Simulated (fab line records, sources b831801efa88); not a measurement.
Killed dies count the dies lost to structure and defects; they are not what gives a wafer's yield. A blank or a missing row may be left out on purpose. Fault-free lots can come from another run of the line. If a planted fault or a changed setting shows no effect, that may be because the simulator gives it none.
Matching of chambers || flow gf180mcu || cmp-01 running GF_V4_CMP_26: 4 sister chambers
The step polishes, stops on SiO2, t overpolish 15 s, target thk 0 nm. 4 wafers are shown with their chamber, then 7 later ones without.

## EACH WAFER AND ITS CHAMBER
{"wafer": "L675.3", "chamber": 1, "motorCurrentA (A)": 13.0}
{"wafer": "L676.6", "chamber": 3, "motorCurrentA (A)": 10.4}
{"wafer": "L677.1", "chamber": 2, "motorCurrentA (A)": 11.4}
{"wafer": "L677.2", "chamber": 0, "motorCurrentA (A)": 11.6}

## WAFERS MISSING THEIR CHAMBER
{"wafer": "L677.4", "motorCurrentA (A)": 10.0}
{"wafer": "L691.1", "motorCurrentA (A)": 11.2}
{"wafer": "L691.2", "motorCurrentA (A)": 11.1}
{"wafer": "L691.3", "motorCurrentA (A)": 13.0}
{"wafer": "L692.1", "motorCurrentA (A)": 12.1}
{"wafer": "L692.2", "motorCurrentA (A)": 10.5}
{"wafer": "L692.5", "motorCurrentA (A)": 11.3}

## WHICH CHAMBER EACH ONE RAN IN
{"wafer": "L677.4", "from the rows above": 3, "in truth": 3}
{"wafer": "L691.1", "from the rows above": "can't be placed: 2 or 0", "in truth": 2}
{"wafer": "L691.2", "from the rows above": "can't be placed: 2 or 0 or 3", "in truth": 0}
{"wafer": "L691.3", "from the rows above": 1, "in truth": 1}
{"wafer": "L692.1", "from the rows above": "can't be placed: 0 or 2 or 1", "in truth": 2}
{"wafer": "L692.2", "from the rows above": 3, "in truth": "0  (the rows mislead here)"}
{"wafer": "L692.5", "from the rows above": "can't be placed: 2 or 0", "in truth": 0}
Correct placement for 2 of the 7. From these rows, 4 cannot be placed; in 4 the true chamber is one of the candidates. 1 placed wrongly.
How it was worked out, from the rows above alone: a wafer's distance from a chamber is the root of the sum, over the readings, of the square of ((its reading less the chamber's mean) divided by the reading's scatter). The wafer belongs to the nearest chamber; if the next one is less than 2 further off, it can't be placed. For every chamber, the mean is computed from those of its wafers that are shown. The scatter (one wafer shown for each chamber): square how far every hidden wafer sits from the nearest shown wafer, average those squares and take the square root.
